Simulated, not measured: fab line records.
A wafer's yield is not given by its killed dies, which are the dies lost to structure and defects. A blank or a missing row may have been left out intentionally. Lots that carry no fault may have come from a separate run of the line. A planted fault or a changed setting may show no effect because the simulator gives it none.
Struck lot and sound lot, side by side ; flow sky130 ; 14 out of 708 route steps
Sound: the wafers L556.2, L556.3, L556.6. Struck: wafer L568.6; the same lot's L568.4 was not struck, so it is left out; see the end for the cause.
At each step with rows: each side's tool, then ch and its chambers, then its first start. Under that, the readings that differ: sound wafers ; struck wafers ; difference of the means ; sigmas: that difference in standard deviations of wafers without a fault.
alike: readings whose means differ by less than 2 such deviations, and words and numbers that are the same on both sides. not compared: withheld readings, readings that some wafer has no value for, bounds like >300 that may hide the same value, and numbers for which the record gives no deviation and whose values overlap.
Wherever a step has rows on one side only, a row that says differs or no value, or a row with sigmas, the two part there. When numbers do not overlap yet have no deviation, they are printed without sigmas and do not part them. A reading missing from all wafers of one side parts the sides only when that side holds two or more wafers.

first, 4 steps without rows for these wafers: SKY_VIA3_SOFTBAKE_08 (time 90 s); SKY_VIA3_EXPOSE_09 (exposes mask VIM3, target cd 200 nm); SKY_VIA3_PEB_10; SKY_VIA3_DEVELOP_11 (develop time 60 s).
SKY_VIA3_CD_MEAS_12: the cd target is 200 nm.
  sound on cd_sem-01 at day 41 22:11; struck on cd_sem-02 at day 45 05:33
reading;sound;struck;difference;sigmas
cd_nm (nm);198.9 198.1 197.2;202.2;+4.1;+3
SKY_VIA3_OVL_MEAS_13:
  sound on overlay-01 at day 41 22:17; struck on overlay-02 at day 45 05:38
  alike: VIA3_OVL
SKY_VIA3_ETCH_14: etches BARC in N2/H2, stops on SiO2, time 45.9 s, target depth 60 nm.
  sound on rie_diel-03 ch 0,3, day 41 22:19; struck on rie_diel-02 ch 0, day 45 05:39
  alike: drypump_motor_current_A, h2_flow_sccm, oes_product_au, throttle_valve_pct
  not compared: rf_hours_counter_h
SKY_VIA3_ETCH_15: etches SiO2 in C4F8/O2/Ar, stops on TiN, target depth 507 nm, time 78 s.
  sound on rie_diel-03 ch 0,3, day 41 22:23; struck on rie_diel-02 ch 0, day 45 05:41
  alike: oes_product_au
SKY_VIA3_STRIP_16: strips in O2/N2.
  sound on plasma_asher-02 ch 0,1, day 41 22:28; struck on plasma_asher-01 ch 0, day 45 05:47
  alike: drypump_motor_current_A, o2_flow_sccm, oes_product_au, strip_time_to_endpoint_s
  not compared: rf_hours_counter_h
then, 3 steps without rows for these wafers: SKY_VIA3_STRIP_17 (strips in post etch residue remover, time 1200 s); SKY_VIA3_CLEAN_18 (cleans in IPA, time 180 s); SKY_VIA3_CLEAN_19 (cleans in O3/DIW).
SKY_VIA3_SPUTTER_20: material TiN, target thk 20 nm, time 80 s.
  sound on pvd_sputter-01 at day 41 23:04; struck on pvd_sputter-02 at day 45 06:21
reading;sound;struck;difference;sigmas
model.TiN_of_VIA3_SPUTTER_20.thk_nm (nm);19.98 20.12 19.82;20.98;+1.01;
  alike: throttle_valve_pct
SKY_VIA3_CVD_21: deposits W, target thk 390 nm, time 117.31 s.
  sound on cvd_w-02 ch 0,1, day 41 23:07; struck on cvd_w-02 ch 1, day 45 06:27
  alike: heater_power_w

## WHERE THEY PART
Only at SKY_VIA3_CD_MEAS_12, as far as this record shows. Later steps at which nothing parts them and some readings are alike: SKY_VIA3_OVL_MEAS_13, SKY_VIA3_ETCH_14, SKY_VIA3_ETCH_15, SKY_VIA3_STRIP_16, SKY_VIA3_SPUTTER_20, SKY_VIA3_CVD_21.

WHY: what the simulator had put in
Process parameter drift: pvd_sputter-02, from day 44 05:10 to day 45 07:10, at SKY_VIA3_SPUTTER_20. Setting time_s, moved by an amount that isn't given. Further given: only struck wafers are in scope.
